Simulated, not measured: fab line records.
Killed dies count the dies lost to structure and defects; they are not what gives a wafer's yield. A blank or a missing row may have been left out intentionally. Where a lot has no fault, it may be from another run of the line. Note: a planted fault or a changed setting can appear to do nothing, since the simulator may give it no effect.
Which tool is to blame? :: flow sky130 :: 11 lots, 33 wafers sampled, at 5 steps of a route of 708

== WHAT THE GAUGES READ, wafer by wafer ==
SKY_LOCAL_INTERCONNECT_THK_MEAS_02: measures by xrf. Usual: for LOCAL_INTERCONNECT_TIN_THK the level is 101.2 nm and the standard deviation is 1.3.
lot: L579
measured: day 29 09:10
on: film-metro-02
LOCAL_INTERCONNECT_TIN_THK (nm): 101.7 101.7 101.3
flag: 

lot: L582
measured: day 31 16:02
on: film-metro-03
LOCAL_INTERCONNECT_TIN_THK (nm): 101.5 101.7 101.0
flag: 

lot: L584
measured: day 31 19:25
on: film-metro-02
LOCAL_INTERCONNECT_TIN_THK (nm): 102.0 102.1 101.3
flag: 

lot: L585
measured: day 31 19:51
on: film-metro-02
LOCAL_INTERCONNECT_TIN_THK (nm): 100.9 101.7 101.5
flag: 

lot: L583
measured: day 31 20:36
on: film-metro-02
LOCAL_INTERCONNECT_TIN_THK (nm): 100.1 99.5 100.5
flag: 

lot: L586
measured: day 31 23:55
on: film-metro-03
LOCAL_INTERCONNECT_TIN_THK (nm): 100.8 100.9 100.4
flag: 

lot: L588
measured: day 33 01:01
on: film-metro-03
LOCAL_INTERCONNECT_TIN_THK (nm): 101.6 101.0 100.4
flag: 

lot: L591
measured: day 33 11:58
on: film-metro-03
LOCAL_INTERCONNECT_TIN_THK (nm): 102.6 104.8 103.4
flag: 

lot: L594
measured: day 34 13:05
on: film-metro-02
LOCAL_INTERCONNECT_TIN_THK (nm): 99.1 99.4 98.3
flag: 

lot: L598
measured: day 35 13:01
on: film-metro-02
LOCAL_INTERCONNECT_TIN_THK (nm): 101.2 101.2 101.5
flag: 

lot: L599
measured: day 35 17:39
on: film-metro-01
LOCAL_INTERCONNECT_TIN_THK (nm): 99.8 100.2 99.6
flag: 

SKY_CONTACT_THK_MEAS_01. Usual: for CONTACT_CVD_00_THK the level is 74.9 nm and the standard deviation is 0.88.
lot: L579
measured: day 30 14:16
on: film-metro-04
CONTACT_CVD_00_THK (nm): 75.4 76.5 75.7
flag: 

lot: L582
measured: day 32 20:06
on: film-metro-04
CONTACT_CVD_00_THK (nm): 73.7 76.5 76.1
flag: 

lot: L584
measured: day 32 23:26
on: film-metro-02
CONTACT_CVD_00_THK (nm): 74.0 73.4 74.7
flag: 

lot: L585
measured: day 32 23:35
on: film-metro-02
CONTACT_CVD_00_THK (nm): 74.9 76.3 76.7
flag: 

lot: L583
measured: day 33 00:44
on: film-metro-02
CONTACT_CVD_00_THK (nm): 73.6 74.6 75.0
flag: 

lot: L586
measured: day 33 04:08
on: film-metro-04
CONTACT_CVD_00_THK (nm): 73.8 74.3 75.5
flag: 

lot: L588
measured: day 34 05:07
on: film-metro-04
CONTACT_CVD_00_THK (nm): 73.9 74.3 74.5
flag: 

lot: L591
measured: day 34 15:32
on: film-metro-02
CONTACT_CVD_00_THK (nm): 149.3 149.5 152.0
flag: OFF

lot: L594
measured: day 35 17:01
on: film-metro-02
CONTACT_CVD_00_THK (nm): 149.7 151.9 152.7
flag: OFF

lot: L598
measured: day 36 16:25
on: film-metro-02
CONTACT_CVD_00_THK (nm): 75.2 76.0 76.1
flag: 

lot: L599
measured: day 36 20:25
on: film-metro-01
CONTACT_CVD_00_THK (nm): 74.3 75.1 76.1
flag: 

== TOOL THAT RAN EACH LOT (tool first, then ch and the chambers of the sampled wafers, then the start) ==
lot: L579
SKY_SD_N_RTA_14: rtp-anneal-01 ch 0, day 28 01:31
SKY_LI_CONTACT_SPUTTER_19: pvd-sputter-03, day 29 08:13
SKY_CONTACT_CVD_00: pecvd-01 ch 0,1, day 30 14:13

lot: L582
SKY_SD_N_RTA_14: rtp-anneal-02 ch 0, day 30 10:03
SKY_LI_CONTACT_SPUTTER_19: pvd-sputter-03, day 31 14:58
SKY_CONTACT_CVD_00: pecvd-01 ch 0,1,2, day 32 20:03

lot: L584
SKY_SD_N_RTA_14: rtp-anneal-01 ch 0, day 30 13:14
SKY_LI_CONTACT_SPUTTER_19: pvd-sputter-01, day 31 18:27
SKY_CONTACT_CVD_00: pecvd-02 ch 0,2, day 32 23:24

lot: L585
SKY_SD_N_RTA_14: rtp-anneal-02 ch 0, day 30 14:01
SKY_LI_CONTACT_SPUTTER_19: pvd-sputter-01, day 31 18:56
SKY_CONTACT_CVD_00: pecvd-01 ch 0,1,2, day 32 23:33

lot: L583
SKY_SD_N_RTA_14: rtp-anneal-01 ch 0, day 30 14:45
SKY_LI_CONTACT_SPUTTER_19: pvd-sputter-01, day 31 19:40
SKY_CONTACT_CVD_00: pecvd-02 ch 1,2, day 33 00:42

lot: L586
SKY_SD_N_RTA_14: rtp-anneal-02 ch 0, day 30 18:03
SKY_LI_CONTACT_SPUTTER_19: pvd-sputter-03, day 31 23:00
SKY_CONTACT_CVD_00: pecvd-03 ch 0,1,2, day 33 04:06

lot: L588
SKY_SD_N_RTA_14: rtp-anneal-01 ch 0, day 31 19:26
SKY_LI_CONTACT_SPUTTER_19: pvd-sputter-03, day 33 00:04
SKY_CONTACT_CVD_00: pecvd-02 ch 0,2, day 34 05:05

lot: L591
SKY_SD_N_RTA_14: rtp-anneal-01 ch 0, day 32 06:45
SKY_LI_CONTACT_SPUTTER_19: pvd-sputter-04, day 33 11:03
SKY_CONTACT_CVD_00: pecvd-03 ch 0,1,2, day 34 15:00

lot: L594
SKY_SD_N_RTA_14: rtp-anneal-02 ch 0, day 33 07:52
SKY_LI_CONTACT_SPUTTER_19: pvd-sputter-04, day 34 12:10
SKY_CONTACT_CVD_00: pecvd-03 ch 0,2, day 35 16:00

lot: L598
SKY_SD_N_RTA_14: rtp-anneal-02 ch 0, day 34 08:16
SKY_LI_CONTACT_SPUTTER_19: pvd-sputter-04, day 35 12:04
SKY_CONTACT_CVD_00: pecvd-03 ch 0,2, day 36 16:22

lot: L599
SKY_SD_N_RTA_14: rtp-anneal-01 ch 0, day 34 12:19
SKY_LI_CONTACT_SPUTTER_19: pvd-sputter-03, day 35 16:44
SKY_CONTACT_CVD_00: pecvd-03 ch 0,2, day 36 20:23
- SKY_SD_N_RTA_14: time 2 s.
- SKY_LI_CONTACT_SPUTTER_19: material Ti, target thk 20 nm, time 106.37 s.
- SKY_CONTACT_CVD_00: deposits Si3N4, target thk 75 nm.

== AS READ BY THE TOOLS THEMSELVES (means over the sampled wafers that have a number; for cases with no such wafer, the mark the record gives instead) ==
SKY_SD_N_RTA_14. Usual: chamber-o2-ppm 1.998, standard deviation 0.023; lamp-power-pct 15.74 %, standard deviation 0.047; wafer_temp_C_max 1078.0, standard deviation 1.5.
lot: L579
tool: rtp-anneal-01
chamber-o2-ppm: 1.957
lamp-power-pct (%): 15.74
wafer_temp_C_max: 1078.1
flag: 

lot: L582
tool: rtp-anneal-02
chamber-o2-ppm: 1.988
lamp-power-pct (%): 15.69
wafer_temp_C_max: 1076.7
flag: 

lot: L584
tool: rtp-anneal-01
chamber-o2-ppm: 1.999
lamp-power-pct (%): 15.71
wafer_temp_C_max: 1078.0
flag: 

lot: L585
tool: rtp-anneal-02
chamber-o2-ppm: 1.984
lamp-power-pct (%): 15.66
wafer_temp_C_max: 1077.5
flag: 

lot: L583
tool: rtp-anneal-01
chamber-o2-ppm: 1.988
lamp-power-pct (%): 15.77
wafer_temp_C_max: 1077.3
flag: 

lot: L586
tool: rtp-anneal-02
chamber-o2-ppm: 2.028
lamp-power-pct (%): 15.78
wafer_temp_C_max: 1078.1
flag: 

lot: L588
tool: rtp-anneal-01
chamber-o2-ppm: 1.992
lamp-power-pct (%): 15.71
wafer_temp_C_max: 1078.3
flag: 

lot: L591
tool: rtp-anneal-01
chamber-o2-ppm: 1.975
lamp-power-pct (%): 15.72
wafer_temp_C_max: 1079.0
flag: 

lot: L594
tool: rtp-anneal-02
chamber-o2-ppm: 2.020
lamp-power-pct (%): 15.71
wafer_temp_C_max: 1077.5
flag: 

lot: L598
tool: rtp-anneal-02
chamber-o2-ppm: 1.991
lamp-power-pct (%): 15.76
wafer_temp_C_max: 1077.7
flag: 

lot: L599
tool: rtp-anneal-01
chamber-o2-ppm: 1.972
lamp-power-pct (%): 15.73
wafer_temp_C_max: 1080.0
flag: 

SKY_LI_CONTACT_SPUTTER_19. Usual: 30.2 % for throttle-valve-pct, sd 0.66.
lot: L579
tool: pvd-sputter-03
throttle-valve-pct (%): 30.5
flag: 

lot: L582
tool: pvd-sputter-03
throttle-valve-pct (%): 30.2
flag: 

lot: L584
tool: pvd-sputter-01
throttle-valve-pct (%): 29.9
flag: 

lot: L585
tool: pvd-sputter-01
throttle-valve-pct (%): 29.8
flag: 

lot: L583
tool: pvd-sputter-01
throttle-valve-pct (%): 29.8
flag: 

lot: L586
tool: pvd-sputter-03
throttle-valve-pct (%): 30.4
flag: 

lot: L588
tool: pvd-sputter-03
throttle-valve-pct (%): 30.7
flag: 

lot: L591
tool: pvd-sputter-04
throttle-valve-pct (%): 29.6
flag: 

lot: L594
tool: pvd-sputter-04
throttle-valve-pct (%): 29.6
flag: 

lot: L598
tool: pvd-sputter-04
throttle-valve-pct (%): 29.8
flag: 

lot: L599
tool: pvd-sputter-03
throttle-valve-pct (%): 30.7
flag: 

SKY_CONTACT_CVD_00. Usual: heater-power-outer-w 431 W, standard deviation 52; heater-power-w 720 W, standard deviation 75.
lot: L579
tool: pecvd-01
heater-power-outer-w (W): 438
heater-power-w (W): 743
flag: 

lot: L582
tool: pecvd-01
heater-power-outer-w (W): 462
heater-power-w (W): 782
flag: 

lot: L584
tool: pecvd-02
heater-power-outer-w (W): 418
heater-power-w (W): 671
flag: 

lot: L585
tool: pecvd-01
heater-power-outer-w (W): 457
heater-power-w (W): 758
flag: 

lot: L583
tool: pecvd-02
heater-power-outer-w (W): 443
heater-power-w (W): 727
flag: 

lot: L586
tool: pecvd-03
heater-power-outer-w (W): 449
heater-power-w (W): 769
flag: 

lot: L588
tool: pecvd-02
heater-power-outer-w (W): 387
heater-power-w (W): 650
flag: 

lot: L591
tool: pecvd-03
heater-power-outer-w (W): 441
heater-power-w (W): 743
flag: 

lot: L594
tool: pecvd-03
heater-power-outer-w (W): 496
heater-power-w (W): 813
flag: 

lot: L598
tool: pecvd-03
heater-power-outer-w (W): 423
heater-power-w (W): 707
flag: 

lot: L599
tool: pecvd-03
heater-power-outer-w (W): 512
heater-power-w (W): 837
flag: 

== THE ANSWER, worked out from the rows above alone ==
Rule: a lot counts as off when the mean over its wafers that have a number is more than 3 standard deviations away from the usual mean. A lot without any number at a reading at which 4 lots or more have one is off too. Any other lot the step has rows for is counted as sound. The gauges are gone through in route order, then the tools' own readings, and for those a lot's mean is taken as printed above. At the first step where some lot is off, the reading lying furthest off is the one used; lots without a number count as furthest.
Off: at SKY_CONTACT_THK_MEAS_01 (CONTACT_CVD_00_THK), L591, L594.
A tool fits if, at a process step before that reading, it ran every lot that is off, and no sound lot after the first of them. The gauges at SKY_CONTACT_THK_MEAS_01 are tried like those tools. Of those tried, none fits.

== WHAT WAS PUT IN BY THE SIMULATOR ==
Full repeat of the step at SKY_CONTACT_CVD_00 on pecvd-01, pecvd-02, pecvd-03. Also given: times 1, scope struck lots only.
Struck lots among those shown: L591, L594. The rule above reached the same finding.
